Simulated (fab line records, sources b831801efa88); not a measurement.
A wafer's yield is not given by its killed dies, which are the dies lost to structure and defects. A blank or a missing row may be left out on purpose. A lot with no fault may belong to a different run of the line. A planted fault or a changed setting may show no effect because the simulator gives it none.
fab line records ; flow sky130
[record] lots = 5; wafers = 15; last-day = 50
route steps=708 shown SONOS_ONO@171 GATE_OXIDE@187 POLY_GATE@204 RES_PROTECT@206 PAD_OPEN@708
lots that met no fault: taken from a fault-free run of the same line
start-h: hours from the record's first day to the start of the lot's first wafer shown ; wait-h: hours elapsed since this lot's preceding step ; " same as the row above ; L1.1+2: one row covering several wafers at once ; - value missing, or start not given ; * or withheld: withheld ; < > ~ a bound
route shown NAME@n: NAME is a module with steps in the file, n the number in the route of the first one ; usual: the fault-free wafers' mean and standard deviation ; same: alike in all rows ; chamber/n: place in a boat ; sites: each site's reading ; _std_site: their standard deviation ; _edge_site: the outer-site mean with the inner-site mean subtracted ; radius-mm: for every site, how far away it sits from the centre of the wafer ; mask NAME#n: copy n ; behind: tool/chamber where the wafer was last shaped ; hold: why the lot went on hold/how many hours it stayed there/how the hold came to an end ; device: names the non-switching transistor (n, p or np) ; end of line: the same wafers' tests at the end of the route ; for a step that has no rows: nothing shown but its recipe ; killed: at the first sort, the dies lost to defects and structure; wafer yield is something else ; map: a wafer's dies, x killed, . not, _ none there
set.NAME: setting as actually run; set.NAME@STEP: the setting as run at that earlier step ; model.NAME: the simulator's own value behind a step, which no gauge read
lots at selected steps of the route; one table per step, one row per wafer
services: the hour from which a tool's chamber was out of use, counted from the record's first day as start-h (under 0 if before that day), plus the number of hours and why
[[steps]]
[step SKY_SONOS_ONO_THK_MEAS_03]
[recipe] reads = Si3N4_of_SONOS_ONO_CVD_02
[usual] SONOS_ONO_CVD_02_THK = 10.50/0.13
lot.wafer;tool;chamber;start-h;wait-h;SONOS_ONO_CVD_02_THK[nm]
L704.2;film-metro-04;-;283.38;0.0;10.49
L704.3;film-metro-04;-;283.38;0.0;10.41
L704.4;film-metro-04;-;283.38;0.0;10.33
L709.2;film-metro-04;-;341.53;0.0;10.64
L709.3;film-metro-04;-;341.53;0.0;10.58
L709.6;film-metro-04;-;341.53;0.0;10.37
L712.1;film-metro-03;-;364.35;0.0;10.37
L712.3;film-metro-03;-;364.35;0.0;10.42
L712.4;film-metro-03;-;364.35;0.0;10.29
L720.1;film-metro-02;-;413.46;0.0;10.34
L720.3;film-metro-02;-;413.46;0.0;10.22
L720.5;film-metro-02;-;413.46;0.0;10.15
L723.2;film-metro-03;-;457.78;0.0;10.51
L723.5;film-metro-03;-;457.78;0.0;10.39
L723.6;film-metro-03;-;457.78;0.0;10.50
[step SKY_SONOS_ONO_CVD_04]
[recipe] material = SiO2; precursor = SiH4/N2O; target-thk-nm = 5.7199; temp-c = 900; pressure-mtorr = 400
[step SKY_SONOS_ONO_THK_MEAS_05]
[recipe] reads = SiO2_of_SONOS_ONO_CVD_04
[usual] SONOS_ONO_CVD_04_THK = 5.74/0.1
lot.wafer;tool;chamber;start-h;wait-h;SONOS_ONO_CVD_04_THK[nm]
L704.2;film-metro-04;-;284.69;0.0;5.69
L704.3;film-metro-04;-;284.69;0.0;5.62
L704.4;film-metro-04;-;284.69;0.0;5.54
L709.2;film-metro-04;-;343.04;0.0;5.89
L709.3;film-metro-04;-;343.04;0.0;5.75
L709.6;film-metro-04;-;343.04;0.0;5.64
L712.1;film-metro-02;-;365.66;0.0;5.77
L712.3;film-metro-02;-;365.66;0.0;5.63
L712.4;film-metro-02;-;365.66;0.0;5.70
L720.1;film-metro-02;-;414.77;0.0;5.82
L720.3;film-metro-02;-;414.77;0.0;5.79
L720.5;film-metro-02;-;414.77;0.0;5.75
L723.2;film-metro-04;-;459.71;0.0;5.66
L723.5;film-metro-04;-;459.71;0.0;5.90
L723.6;film-metro-04;-;459.71;0.0;5.78
[step SKY_SONOS_ONO_DEHYDRATE_06]
[recipe] temp-c = 200; time-s = 60
[step SKY_SONOS_ONO_HMDS_07]
[recipe] prime-time-s = 60; prime-temp-c = 120
[step SKY_SONOS_ONO_COAT_08]
[recipe] resist = NOVOLAK; spin-rpm = 3000; resist-thk-nm = 1140
[step SKY_SONOS_ONO_SOFTBAKE_09]
[recipe] temp-c = 90; time-s = 60; resist = NOVOLAK
[step SKY_SONOS_ONO_EXPOSE_10]
[recipe] mask-id = ONOM; target-cd-nm = 410; na = 0.6; source-shape = conventional; sigma-outer = 0.6; dose-mj = 150
[step SKY_SONOS_ONO_PEB_11]
[recipe] temp-c = withheld; time-s = *; resist = NOVOLAK
[step SKY_SONOS_ONO_DEVELOP_12]
[recipe] develop-time-s = 60; dev-temp-c = 23
[step SKY_SONOS_ONO_CD_MEAS_13]
[recipe] target-cd-nm = 410
[usual] cd-nm = 410.8/2.3
lot.wafer;tool;chamber;start-h;wait-h;cd-nm
L704.2;cd-sem-02;-;309.78;0.1;412.1
L704.3;cd-sem-02;-;309.78;0.1;410.7
L704.4;cd-sem-02;-;309.78;0.1;411.5
L709.2;cd-sem-02;-;370.66;0.1;409.0
L709.3;cd-sem-02;-;370.66;0.1;409.0
L709.6;cd-sem-02;-;370.66;0.1;408.7
L712.1;cd-sem-01;-;394.19;0.1;415.3
L712.3;cd-sem-01;-;394.19;0.1;415.0
L712.4;cd-sem-01;-;394.19;0.1;411.6
L720.1;cd-sem-02;-;444.61;0.1;413.6
L720.3;cd-sem-02;-;444.61;0.1;412.1
L720.5;cd-sem-02;-;444.61;0.1;410.7
L723.2;cd-sem-02;-;490.78;0.1;408.1
L723.5;cd-sem-02;-;490.78;0.1;405.9
L723.6;cd-sem-02;-;490.78;0.1;406.7
[step SKY_SONOS_ONO_OVL_MEAS_14]
[usual] SONOS_ONO_OVL = -0.4/1.5
lot.wafer;tool;chamber;start-h;wait-h;SONOS_ONO_OVL[nm]
L704.2;overlay-02;-;309.88;0.1;-0.2
L704.3;overlay-02;-;309.88;0.1;-0.2
L704.4;overlay-02;-;309.88;0.1;-0.7
L709.2;overlay-01;-;370.76;0.1;-2.0
L709.3;overlay-01;-;370.76;0.1;-1.8
L709.6;overlay-01;-;370.76;0.1;-1.4
L712.1;overlay-01;-;394.31;0.1;-0.6
L712.3;overlay-01;-;394.31;0.1;1.6
L712.4;overlay-01;-;394.31;0.1;-1.0
L720.1;overlay-02;-;444.73;0.1;-0.4
L720.3;overlay-02;-;444.73;0.1;1.5
L720.5;overlay-02;-;444.73;0.1;1.1
L723.2;overlay-01;-;490.88;0.1;-0.5
L723.5;overlay-01;-;490.88;0.1;-1.3
L723.6;overlay-01;-;490.88;0.1;-0.2
[step SKY_SONOS_ONO_ETCH_15]
[recipe] target-depth-nm = 19.52; chemistry = CHF3/O2; source-w = 600; bias-w = 200; pressure-mtorr = 40; chf3-flow-sccm = 50; O2_flow_sccm = 5; time-s = 7.8
[usual] O2_flow_sccm = 5.002/0.015; drypump-motor-current-A = 5.7/0.41; oes-product-au = 1.001/0.012; throttle-valve-pct = 8.824/0.0091
lot.wafer;tool;chamber;start-h;wait-h;O2_flow_sccm;drypump-motor-current-A;oes-product-au;rf-hours-counter-h;throttle-valve-pct
L704.2;rie-diel-02;3;309.91;0.0;5.023;5.9;1.026;107;8.828
L704.3;rie-diel-02;1;309.91;0.0;4.989;4.8;0.990;68;8.834
L704.4;rie-diel-02;2;309.91;0.0;4.963;6.0;0.998;-;8.820
L709.2;rie-diel-04;3;370.79;0.0;5.010;6.0;1.006;4;8.818
L709.3;rie-diel-04;0;370.79;0.0;5.002;5.7;0.990;101;8.817
L709.6;rie-diel-04;3;370.79;0.0;4.997;6.0;1.004;-;8.829
L712.1;rie-diel-02;2;394.34;0.0;4.993;6.0;0.998;1;8.812
L712.3;rie-diel-02;3;394.34;0.0;5.009;5.9;1.000;110;8.813
L712.4;rie-diel-02;1;394.34;0.0;5.035;4.8;0.991;69;8.824
L720.1;rie-diel-04;2;444.76;0.0;4.992;5.8;1.016;4;8.813
L720.3;rie-diel-04;3;444.76;0.0;5.026;6.0;1.019;5;8.841
L720.5;rie-diel-04;3;444.76;0.0;5.003;6.0;1.005;-;8.838
L723.2;rie-diel-04;1;490.91;0.0;4.989;5.5;0.996;8;8.827
L723.5;rie-diel-04;3;490.91;0.0;4.997;6.0;1.000;-;8.824
L723.6;rie-diel-04;0;490.91;0.0;5.009;5.7;0.984;-;8.821
[step SKY_SONOS_ONO_WET_ETCH_16]
[recipe] chemistry = dHF; target-depth-nm = 14; dry = n2-spin; target = SiO2; dilution = 100:1; temp-c = 25; time-s = 280
[step SKY_SONOS_ONO_STRIP_17]
[recipe] chemistry = O2/N2; power-w = 1400; pressure-mtorr = 1500; platen-temp-c = withheld; o2-flow-sccm = 3000; n2-flow-sccm = 300; overash-fraction = 0.5
[usual] drypump-motor-current-A = 5.7/0.45; oes-product-au = 0.710/0.0045; strip-time-to-endpoint-s = 14.09/0.042
lot.wafer;tool;chamber;start-h;wait-h;drypump-motor-current-A;oes-product-au;rf-hours-counter-h;strip-time-to-endpoint-s
L704.2;plasma-asher-02;0;310.02;0.0;5.5;0.709;48;14.04
L704.3;plasma-asher-02;0;310.02;0.0;5.5;0.720;-;14.08
L704.4;plasma-asher-02;1;310.02;0.0;6.2;0.713;-;14.10
L709.2;plasma-asher-01;1;370.92;0.0;5.1;0.712;25;14.12
L709.3;plasma-asher-01;1;370.92;0.0;5.1;0.712;-;14.14
L709.6;plasma-asher-01;0;370.92;0.0;6.2;0.716;-;14.15
L712.1;plasma-asher-01;0;394.45;0.0;6.2;0.714;27;14.15
L712.3;plasma-asher-01;1;394.45;0.0;5.1;0.709;-;14.12
L712.4;plasma-asher-01;0;394.45;0.0;6.1;0.708;-;14.13
L720.1;plasma-asher-01;1;444.87;0.0;5.1;0.710;32;14.05
L720.3;plasma-asher-01;0;444.87;0.0;6.1;0.712;-;14.06
L720.5;plasma-asher-01;0;444.87;0.0;6.2;0.714;-;14.03
L723.2;plasma-asher-03;0;491.02;0.0;5.4;0.709;81;14.09
L723.5;plasma-asher-03;1;491.02;0.0;6.1;0.717;-;14.02
L723.6;plasma-asher-03;0;491.02;0.0;5.4;0.715;-;14.10
[step SKY_SONOS_ONO_WET_ETCH_18]
[recipe] chemistry = H3PO4; target-depth-nm = 15; target = Si3N4; temp-c = 160; time-s = 172
[step SKY_GATE_OXIDE_CLEAN_00]
[recipe] chemistry = SC1/SC2; mix = 1:4:20; temp-c = 70; time-s = 150; dry = n2-spin
[step SKY_GATE_OXIDE_OXIDATION_01]
[recipe] temp-c = 900; ambient = O2; stabilise-s = 600; purge-s = 300; target-thk-a = 102.68; ox-time-s = 1473
[step SKY_GATE_OXIDE_THK_MEAS_02]
[recipe] reads = SiO2_of_GATE_OXIDE_OXIDATION_01
[usual] GATE_OXIDE_OXIDATION_00_THK = 10.25/0.2
lot.wafer;tool;chamber;start-h;wait-h;GATE_OXIDE_OXIDATION_00_THK[nm]
L704.2;film-metro-03;-;313.05;0.0;10.58
L704.3;film-metro-03;-;313.05;0.0;10.53
L704.4;film-metro-03;-;313.05;0.0;10.48
L709.2;film-metro-03;-;372.89;0.0;10.28
L709.3;film-metro-03;-;372.89;0.0;10.27
L709.6;film-metro-03;-;372.89;0.0;10.09
L712.1;film-metro-03;-;397.34;0.0;10.05
L712.3;film-metro-03;-;397.34;0.0;10.03
L712.4;film-metro-03;-;397.34;0.0;10.25
L720.1;film-metro-03;-;446.49;0.0;10.03
L720.3;film-metro-03;-;446.49;0.0;10.21
L720.5;film-metro-03;-;446.49;0.0;9.97
L723.2;film-metro-02;-;495.35;0.0;10.26
L723.5;film-metro-02;-;495.35;0.0;10.21
L723.6;film-metro-02;-;495.35;0.0;10.19
[step SKY_GATE_OXIDE_DEHYDRATE_03]
[recipe] temp-c = 200; time-s = 60
[step SKY_GATE_OXIDE_HMDS_04]
[recipe] prime-time-s = 60; prime-temp-c = 120
[step SKY_GATE_OXIDE_COAT_05]
[recipe] resist = NOVOLAK; spin-rpm = 3000; resist-thk-nm = 1140
[step SKY_GATE_OXIDE_SOFTBAKE_06]
[recipe] temp-c = 90; time-s = 60; resist = NOVOLAK
[step SKY_GATE_OXIDE_EXPOSE_07]
[recipe] mask-id = LVOM; na = 0.6; source-shape = conventional; sigma-outer = 0.6; polarization = unpolarized; target-cd-nm = 600; dose-mj = 170
[step SKY_GATE_OXIDE_PEB_08]
[recipe] temp-c = withheld; time-s = *; resist = NOVOLAK
[step SKY_GATE_OXIDE_DEVELOP_09]
[recipe] resist = NOVOLAK; developer = TMAH; develop-time-s = 60; dev-temp-c = 23
[step SKY_GATE_OXIDE_OVL_MEAS_10]
[usual] GATE_OXIDE_OVL = 0.5/1.5
lot.wafer;tool;chamber;start-h;wait-h;GATE_OXIDE_OVL[nm]
L704.2;overlay-01;-;339.33;0.1;1.8
L704.3;overlay-01;-;339.33;0.1;1.6
L704.4;overlay-01;-;339.33;0.1;1.0
L709.2;overlay-01;-;402.01;0.1;0.8
L709.3;overlay-01;-;402.01;0.1;3.0
L709.6;overlay-01;-;402.01;0.1;-0.2
L712.1;overlay-02;-;427.11;0.1;1.4
L712.3;overlay-02;-;427.11;0.1;3.4
L712.4;overlay-02;-;427.11;0.1;2.0
L720.1;overlay-01;-;476.33;0.1;-0.4
L720.3;overlay-01;-;476.33;0.1;-0.9
L720.5;overlay-01;-;476.33;0.1;-0.8
L723.2;overlay-02;-;525.54;0.1;1.1
L723.5;overlay-02;-;525.54;0.1;0.5
L723.6;overlay-02;-;525.54;0.1;0.2
[step SKY_GATE_OXIDE_IMPLANT_11]
[recipe] species = B; energy-kev = 10; dose-cm2 = 2.6e+12; tilt-deg = withheld
[step SKY_GATE_OXIDE_WET_ETCH_12]
[recipe] chemistry = dHF; target-depth-nm = 16.8; dry = n2-spin; target = SiO2; dilution = 100:1; temp-c = 25; time-s = 336
[step SKY_GATE_OXIDE_STRIP_13]
[recipe] chemistry = O2/N2; power-w = 1400; pressure-mtorr = 1500; platen-temp-c = withheld; o2-flow-sccm = 3000; n2-flow-sccm = 300; overash-fraction = 0.5
[usual] drypump-motor-current-A = 5.8/0.43; oes-product-au = 0.716/0.0046; strip-time-to-endpoint-s = 14.18/0.04
lot.wafer;tool;chamber;start-h;wait-h;drypump-motor-current-A;oes-product-au;rf-hours-counter-h;strip-time-to-endpoint-s
L704.2;plasma-asher-03;0;339.61;0.0;5.4;0.712;64;14.22
L704.3;plasma-asher-03;1;339.61;0.0;6.1;0.714;-;14.22
L704.4;plasma-asher-03;0;339.61;0.0;5.4;0.715;-;14.14
L709.2;plasma-asher-01;1;402.31;0.0;5.1;0.720;28;14.12
L709.3;plasma-asher-01;0;402.31;0.0;6.2;0.718;-;14.15
L709.6;plasma-asher-01;1;402.31;0.0;5.1;0.710;-;14.10
L712.1;plasma-asher-01;0;427.50;0.0;6.2;0.716;30;14.19
L712.3;plasma-asher-01;0;427.50;0.0;6.2;0.726;-;14.22
L712.4;plasma-asher-01;1;427.50;0.0;5.1;0.710;-;14.18
L720.1;plasma-asher-01;1;476.62;0.0;5.1;0.714;37;14.17
L720.3;plasma-asher-01;1;476.62;0.0;5.1;0.722;-;14.19
L720.5;plasma-asher-01;0;476.62;0.0;6.2;0.716;-;14.15
L723.2;plasma-asher-01;0;525.83;0.0;6.1;0.705;43;14.15
L723.5;plasma-asher-01;0;525.83;0.0;6.2;0.712;-;14.17
L723.6;plasma-asher-01;1;525.83;0.0;5.1;0.712;-;14.16
[step SKY_GATE_OXIDE_TW_MEAS_14]
[usual] GATE_OXIDE_TW = 226.0/2.4
lot.wafer;tool;chamber;start-h;wait-h;GATE_OXIDE_TW
L704.2;film-metro-03;-;339.72;0.1;227.9
L704.3;film-metro-03;-;339.72;0.1;226.9
L704.4;film-metro-03;-;339.72;0.1;227.3
L709.2;film-metro-02;-;402.42;0.1;224.2
L709.3;film-metro-02;-;402.42;0.1;224.8
L709.6;film-metro-02;-;402.42;0.1;224.5
L712.1;film-metro-03;-;427.60;0.1;228.1
L712.3;film-metro-03;-;427.60;0.1;227.8
L712.4;film-metro-03;-;427.60;0.1;227.1
L720.1;film-metro-02;-;476.72;0.1;226.0
L720.3;film-metro-02;-;476.72;0.1;225.8
L720.5;film-metro-02;-;476.72;0.1;226.2
L723.2;film-metro-03;-;525.94;0.1;227.4
L723.5;film-metro-03;-;525.94;0.1;227.9
L723.6;film-metro-03;-;525.94;0.1;227.3
[step SKY_GATE_OXIDE_CLEAN_15]
[recipe] chemistry = SC1/SC2; mix = 1:4:20; temp-c = 70; time-s = 150; dry = n2-spin
[step SKY_GATE_OXIDE_OXIDATION_16]
[recipe] temp-c = 800; ambient = O2; idle-temp-c = 700; ramp-up-c-per-min = 10; ramp-down-c-per-min = 3; stabilise-s = 600; purge-s = 300; target-thk-a = 35.7; ox-time-s = 1915
[step SKY_POLY_GATE_CVD_00]
[recipe] material = poly-Si; target-thk-nm = 180; temp-c = 620; time-s = 720; pressure-mtorr = 200
[step SKY_POLY_GATE_THK_MEAS_01]
[recipe] reads = poly-Si_of_POLY_GATE_CVD_00
[usual] POLY_GATE_CVD_00_THK = 179.7/2.2
lot.wafer;tool;chamber;start-h;wait-h;POLY_GATE_CVD_00_THK[nm]
L704.2;film-metro-02;-;343.55;0.0;180.5
L704.3;film-metro-02;-;343.55;0.0;179.0
L704.4;film-metro-02;-;343.55;0.0;179.5
L709.2;film-metro-04;-;408.73;0.0;180.8
L709.3;film-metro-04;-;408.73;0.0;180.0
L709.6;film-metro-04;-;408.73;0.0;180.3
L712.1;film-metro-01;-;431.85;0.0;181.5
L712.3;film-metro-01;-;431.85;0.0;181.5
L712.4;film-metro-01;-;431.85;0.0;181.3
L720.1;film-metro-04;-;479.56;0.0;181.2
L720.3;film-metro-04;-;479.56;0.0;178.9
L720.5;film-metro-04;-;479.56;0.0;180.9
L723.2;film-metro-02;-;528.90;0.0;179.9
L723.5;film-metro-02;-;528.90;0.0;178.0
L723.6;film-metro-02;-;528.90;0.0;179.4
[step SKY_RES_PROTECT_DEHYDRATE_00]
[recipe] temp-c = 200; time-s = 60
[step SKY_RES_PROTECT_HMDS_01]
[recipe] prime-time-s = 60; prime-temp-c = 120
[step SKY_RES_PROTECT_COAT_02]
[recipe] resist = NOVOLAK; spin-rpm = 3000; resist-thk-nm = 1140
[step SKY_RES_PROTECT_SOFTBAKE_03]
[recipe] temp-c = 90; time-s = 60; resist = NOVOLAK
[step SKY_RES_PROTECT_EXPOSE_04]
[recipe] mask-id = RPM; na = 0.6; source-shape = conventional; sigma-outer = 0.6; polarization = unpolarized; target-cd-nm = 1270; dose-mj = 131
[step SKY_RES_PROTECT_PEB_05]
[recipe] temp-c = withheld; time-s = *; resist = NOVOLAK
[step SKY_RES_PROTECT_DEVELOP_06]
[recipe] resist = NOVOLAK; developer = TMAH; develop-time-s = 60; dev-temp-c = 23
[step SKY_PAD_OPEN_PROBE_99]
[usual] killed_at_M0_to_M3 = 43/6.5; killed_at_M4_up = 3/1.7; killed-at-contacts = 25/5.1; killed-at-front-end = 15/3.8; killed-at-other = 0.2/0.45; killed-dies = 86/8.8; killed-on-rim = 17/4; killed-open = 47/6.7; killed-short = 39/6
[same] gross-dies = 492; killed-at-back-side = 0
lot.wafer;tool;chamber;start-h;wait-h;killed_at_M0_to_M3;killed_at_M4_up;killed-at-contacts;killed-at-front-end;killed-at-other;killed-dies;killed-on-rim;killed-open;killed-short
L704.2;prober-02;-;1102.92;0.1;54;2;18;20;1;95;16;47;48
L704.3;prober-02;-;1102.97;0.2;42;3;25;13;1;84;17;45;39
L704.4;prober-02;-;1103.02;0.2;42;2;27;11;1;83;14;43;40
L709.2;prober-02;-;1155.21;0.1;53;5;25;17;0;100;20;54;46
L709.3;prober-02;-;1155.26;0.2;38;5;20;19;0;82;16;43;39
L709.6;prober-02;-;1155.41;0.2;50;1;27;13;0;91;12;52;39
L712.1;prober-01;-;1160.84;0.1;51;1;29;16;0;97;21;51;46
L712.3;prober-01;-;1160.94;0.2;42;6;16;13;0;77;15;42;35
L712.4;prober-01;-;1160.99;0.2;52;3;25;38;0;118;25;53;41
L720.1;prober-02;-;1186.26;0.1;47;3;20;7;0;77;16;42;35
L720.3;prober-02;-;1186.36;0.2;51;2;27;10;0;90;18;47;43
L720.5;prober-02;-;1186.46;0.2;37;3;22;15;0;77;18;36;41
// killed by level:class
L704.2 VIA2:geometric-particle:open=11 VIA1:geometric-particle:open=9 METAL2:geometric-particle:short=8 VIA3:geometric-particle:open=7 FIELD_ISO:geometric-particle:short=6 CONTACT:geometric-particle:short=6 CONTACT:geometric-particle:open=6 METAL1:geometric-particle:short=5
L704.3 VIA1:geometric-particle:open=8 LI_CONTACT:geometric-particle:open=7 CONTACT:geometric-particle:open=7 VIA2:geometric-particle:open=7 LOCAL_INTERCONNECT:geometric-particle:short=6 VIA1:geometric-particle:short=6 FIELD_ISO:geometric-particle:open=5 VIA3:geometric-particle:open=4
L704.4 VIA1:geometric-particle:open=18 CONTACT:geometric-particle:open=10 LI_CONTACT:geometric-particle:open=6 METAL1:geometric-particle:short=6 FIELD_ISO:geometric-particle:short=5 VIA1:geometric-particle:short=5 LOCAL_INTERCONNECT:geometric-particle:short=4 CONTACT:geometric-particle:short=4
L709.2 VIA1:geometric-particle:open=12 VIA3:geometric-particle:open=9 CONTACT:geometric-particle:open=8 VIA2:geometric-particle:open=7 METAL2:geometric-particle:short=6 FIELD_ISO:geometric-particle:short=5 LI_CONTACT:geometric-particle:open=5 LOCAL_INTERCONNECT:geometric-particle:short=5
L709.3 VIA1:geometric-particle:open=10 CONTACT:geometric-particle:open=9 METAL1:geometric-particle:short=9 LI_CONTACT:geometric-particle:open=6 METAL2:geometric-particle:short=6 METAL4:geometric-particle:short=5 POLY_GATE:geometric-particle:open=4 VIA2:geometric-particle:open=4
L709.6 VIA1:geometric-particle:open=14 LI_CONTACT:geometric-particle:open=8 VIA3:geometric-particle:open=8 LOCAL_INTERCONNECT:geometric-particle:short=6 CONTACT:geometric-particle:open=6 VIA3:geometric-particle:short=6 METAL1:geometric-particle:short=5 METAL2:geometric-particle:short=5
L712.1 VIA1:geometric-particle:open=14 CONTACT:geometric-particle:open=9 LI_CONTACT:geometric-particle:open=8 VIA1:geometric-particle:short=7 LOCAL_INTERCONNECT:geometric-particle:short=6 VIA2:geometric-particle:open=6 VIA2:geometric-particle:short=6 POLY_GATE:geometric-particle:short=5
L712.3 VIA1:geometric-particle:open=12 VIA2:geometric-particle:open=8 METAL1:geometric-particle:short=6 VIA1:geometric-particle:short=6 METAL4:geometric-particle:short=5 POLY_GATE:geometric-particle:open=4 LI_CONTACT:geometric-particle:open=4 LOCAL_INTERCONNECT:geometric-particle:short=4
L712.4 SONOS_ONO:unspecified=24 CONTACT:geometric-particle:open=15 VIA1:geometric-particle:open=9 VIA2:geometric-particle:open=9 METAL1:geometric-particle:short=8 VIA3:geometric-particle:open=7 METAL2:geometric-particle:short=7 LOCAL_INTERCONNECT:geometric-particle:short=5
L720.1 METAL1:geometric-particle:short=11 VIA2:geometric-particle:open=9 LI_CONTACT:geometric-particle:open=8 VIA1:geometric-particle:open=7 METAL3:geometric-particle:short=6 LOCAL_INTERCONNECT:geometric-particle:short=4 CONTACT:geometric-particle:open=4 VIA3:geometric-particle:open=4
L720.3 CONTACT:geometric-particle:open=10 METAL2:geometric-particle:short=9 CONTACT:geometric-particle:short=8 VIA1:geometric-particle:open=8 VIA2:geometric-particle:open=8 VIA3:geometric-particle:open=8 METAL1:geometric-particle:open=5 LOCAL_INTERCONNECT:geometric-particle:short=4
L720.5 VIA1:geometric-particle:short=7 CONTACT:geometric-particle:short=7 VIA1:geometric-particle:open=7 VIA2:geometric-particle:open=5 LI_CONTACT:geometric-particle:open=5 METAL2:geometric-particle:short=5 LOCAL_INTERCONNECT:geometric-particle:short=4 METAL1:geometric-particle:short=4
// map L712.4 (x killed, . not)
__________....x..xx._________
________.....x......x._______
______xx......xx..x....._____
_____..xx.....xx....x....____
____..xx.x.........x..x.xx___
___......x..x...x......x...__
__..............x....x...x.._
_.............x...xx....x....
_..xx........x...xx..xx......
_.x.x...x.x....x.............
_.........xx.........x.......
_xx...xx........x....xxx.....
_..................x.....x...
_.....x.x..x.................
_x...x.......x....xxx...x....
__x...x.......x....x......x._
___.x...x.x...xx.x.....xx..__
____..x.xx..x...x.x.......___
_____..x.x.xx.x...x......____
______.....xxxxx.x......_____
________.xxxxxxxxx..x._______
__________xxxxxxxxx._________
// map L704.2 (x killed, . not)
__________....x....._________
________..x....x.x...x_______
______x.....x......xx.xx_____
_____..........x.....x...____
____....x............x.x..___
___...xx.....xxxxx..xx.....__
__....x.........x......x...._
_..x.................x..xx...
_........x......x........x...
_..xxx.............x.x.......
_........x...xxx......xxx...x
_..x..x........x.............
_..x....xx..x...x.xxx.xxx...x
_........x...x..............x
_..x....x....x...x...........
__......x.....x....xx......._
___x....x....x.x...........__
____.....x..xxx.......x..x___
_____....xx.............x____
______x...x.........xx.x_____
________...xx........._______
__________...x......_________
[[services]]
tool;chamber;start-h;hours;kind
rie-diel-02;0;292.99;1.8;repair
plasma-asher-03;-;293.36;4.1;repair
rie-diel-02;0;308.32;-;clean
rie-diel-02;0;308.32;24.0;scheduled-down
rie-diel-02;0;308.32;24.0;vent-cycle
rie-diel-04;0;329.65;4.1;repair
rie-diel-02;2;344.02;-;clean
rie-diel-02;2;344.02;16.2;scheduled-down
rie-diel-02;2;344.02;16.2;vent-cycle
rie-diel-02;1;357.90;3.6;repair
plasma-asher-03;-;381.68;2.9;repair
rie-diel-04;2;384.89;8.5;repair
rie-diel-02;3;398.16;-;clean
rie-diel-02;3;398.16;33.2;scheduled-down
rie-diel-04;0;399.41;3.5;repair
rie-diel-04;0;434.59;-;clean
rie-diel-04;0;434.59;11.0;scheduled-down
rie-diel-04;0;434.59;11.0;vent-cycle
rie-diel-04;3;466.33;5.2;repair
plasma-asher-03;-;474.02;2.8;pm
plasma-asher-02;-;480.62;32.9;repair
plasma-asher-01;-;502.62;7.2;repair
rie-diel-02;3;505.98;13.3;repair
rie-diel-02;-;520.69;0.3;repair
[[key]]
[first-sign] step = SKY_PAD_OPEN_PROBE_99; reading = killed-at-front-end; direction = up; sigmas = 6; usual = 15; struck = 38
[effect] step = SKY_PAD_OPEN_PROBE_99; reading = killed-dies; direction = up; sigmas = 3.6; usual = 86; struck = 118
met-at SKY_SONOS_ONO_ETCH_15
struck-wafers L712.4
tester-left-out L712
onset-between 309.91 394.34
[fault] kind = chamber-particle-source; tool = rie-diel-02; chamber = 1; onset-h = 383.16; steps = SKY_SONOS_ONO_ETCH_15; rate-per-visit-cm2 = 0.52024; end-h = 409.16
// tester-left-out: of these lots the tester's yield and bins aren't shown, on N5 and GAA mostly nor the transistor test; their killed dies are dies lost to structure and defects alone, not to doping, threshold or leakage, so they don't give the yield
